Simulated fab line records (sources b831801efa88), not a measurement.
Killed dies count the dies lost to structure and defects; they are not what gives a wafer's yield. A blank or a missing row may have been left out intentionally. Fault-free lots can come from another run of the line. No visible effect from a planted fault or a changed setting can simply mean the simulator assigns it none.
Chamber matching :: flow gf180mcu :: 4 sister chambers for GF_V3_ETCH_16 on rieDiel-03
The step etches BARC in N2/H2. 4 wafers are shown with their chamber, then 8 later ones without.

== WAFERS WITH THEIR CHAMBER ==
wafer: L076.1
chamber: 1
drypumpMotorCurrentA (A): 6.8

wafer: L083.2
chamber: 3
drypumpMotorCurrentA (A): 5.1

wafer: L083.4
chamber: 0
drypumpMotorCurrentA (A): 4.8

wafer: L085.3
chamber: 2
drypumpMotorCurrentA (A): 5.4

== WAFERS WHOSE CHAMBER IS MISSING ==
wafer: L085.4
drypumpMotorCurrentA (A): 4.8

wafer: L085.6
drypumpMotorCurrentA (A): 5.3

wafer: L088.1
drypumpMotorCurrentA (A): 4.8

wafer: L088.3
drypumpMotorCurrentA (A): 5.3

wafer: L088.6
drypumpMotorCurrentA (A): 5.1

wafer: L093.1
drypumpMotorCurrentA (A): 6.7

wafer: L093.2
drypumpMotorCurrentA (A): 5.3

wafer: L093.4
drypumpMotorCurrentA (A): 4.8

== WHICH CHAMBER EACH ONE RAN IN ==
wafer: L085.4
from the rows above: 0
in truth: 0

wafer: L085.6
from the rows above: can't be placed: 2 or 3
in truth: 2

wafer: L088.1
from the rows above: 0
in truth: 0

wafer: L088.3
from the rows above: can't be placed: 2 or 3
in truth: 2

wafer: L088.6
from the rows above: 3
in truth: 3

wafer: L093.1
from the rows above: 1
in truth: 1

wafer: L093.2
from the rows above: can't be placed: 2 or 3
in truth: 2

wafer: L093.4
from the rows above: 0
in truth: 0
Correct placement for 5 of the 8. Can't be placed from these rows: 3 (the true chamber is among the candidates in 3). 0 placed wrongly.
How it was worked out, from the rows above alone: a wafer's distance from a chamber is the root of the sum, over the readings, of the square of ((its reading less the chamber's mean) divided by the reading's scatter). The wafer belongs to the nearest chamber; if the next one is less than 2 further off, it can't be placed. The mean given for a chamber averages the wafers shown for that chamber. The scatter (one wafer shown for each chamber): square how far every hidden wafer sits from the nearest shown wafer, average those squares and take the square root.
